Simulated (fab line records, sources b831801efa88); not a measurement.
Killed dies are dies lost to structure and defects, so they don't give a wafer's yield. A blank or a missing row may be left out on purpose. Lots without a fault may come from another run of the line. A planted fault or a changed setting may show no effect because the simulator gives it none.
One fault seen from 2 desks | flow gf180mcu | each desk has only its own numbers; what lay behind them comes last

THE TOOL OWNER'S DESK: implanter-04
The tool's own readings at GF_MVSD_IMPLANT_08: means of the sampled wafers that have a number, for each lot that ran on this tool. A lot is out of limits, marked OUT, if its mean lies more than 4 standard deviations from the usual mean; the brackets give that distance.
Columns: A = beam_energy_keV at GF_MVSD_IMPLANT_08, usual 399.97; B = beam_on_s at GF_MVSD_IMPLANT_08, usual 9.99 s
lot  | first seen here | A                        | B
L633 | day 5 10:29     | 400.00                   | 9.89
L635 | day 6 01:28     | 400.01                   | 10.06
L637 | day 6 13:59     | 399.96                   | 9.92
L639 | day 6 22:14     | 400.11                   | 10.14
L641 | day 7 07:29     | 400.00                   | 9.95
L643 | day 7 20:37     | 293.32 (-99 or more) OUT | 9.83
L645 | day 8 06:04     | 293.40 (-99 or more) OUT | 10.11
L646 | day 8 12:05     | 293.32 (-99 or more) OUT | 10.05
This desk's finding: out of limits on L643, L645, L646; first on L643, day 7 20:37 (beam_energy_keV at GF_MVSD_IMPLANT_08). In limits: L633, L635, L637, L639, L641.

THE METROLOGY DESK
What the gauges read, lot by lot, whatever tool the lot ran on: means of the sampled wafers that have a number. A lot is out of limits, marked OUT, if its mean lies more than 4 standard deviations from the usual mean; the brackets give that distance.
Columns: A = NWELL_TW at GF_NWELL_TW_MEAS_11, usual 1563; B = LVPWELL_OVL at GF_LVPWELL_OVL_MEAS_07, usual 0.2 nm; C = MVSD_RS at GF_VT_IMPLANT_RS_MEAS_46, usual 457.1 ohm/sq
lot  | first seen here | A    | B    | C
L633 | day 4 06:16     | 1562 | 1.1  | 457.6
L635 | day 4 20:38     | 1558 | -1.3 | 455.6
L637 | day 5 08:01     | 1550 | -1.3 | 457.7
L639 | day 5 16:42     | 1544 | -1.1 | 456.7
L640 | day 5 21:45     | 1600 | 2.9  | 455.1
L641 | day 6 00:49     | 1545 | -0.5 | 456.1
L643 | day 6 13:50     | 1542 | -0.1 | 497.1 (+36) OUT
L644 | day 6 18:08     | 1533 | 1.0  | 458.4
L645 | day 6 21:58     | 1548 | -0.2 | 496.2 (+36) OUT
L646 | day 7 04:19     | 1602 | 0.8  | 498.3 (+37) OUT
L647 | day 7 09:34     | 1599 | 1.0  | 456.0
L648 | day 7 16:21     | 1550 | -0.1 | 456.6
L651 | day 8 07:40     | 1532 | -2.6 | 456.4
This desk's finding: out of limits on L643, L645, L646; first on L643, day 11 14:21 (MVSD_RS at GF_VT_IMPLANT_RS_MEAS_46). In limits: L633, L635, L637, L639, L640, L641, L644, L647, L648, L651.

PUT TOGETHER
The tool owner's desk could have raised an alarm at day 7 20:37, on L643, L645, L646.
The metrology desk could have raised an alarm at day 11 14:21, on L643, L645, L646.
Of the lots named, all ran GF_MVSD_IMPLANT_08 on implanter-04.

WHAT THE SIMULATOR HAD PUT IN
Process parameter drift: implanter-04, from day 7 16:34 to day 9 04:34, at GF_MVSD_IMPLANT_08. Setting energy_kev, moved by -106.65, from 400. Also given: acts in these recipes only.
Lots struck among those shown: L643, L645, L646.
Hours from the fault's start to each desk's first reading out of limits: the tool owner's desk, 4; the metrology desk, 94.
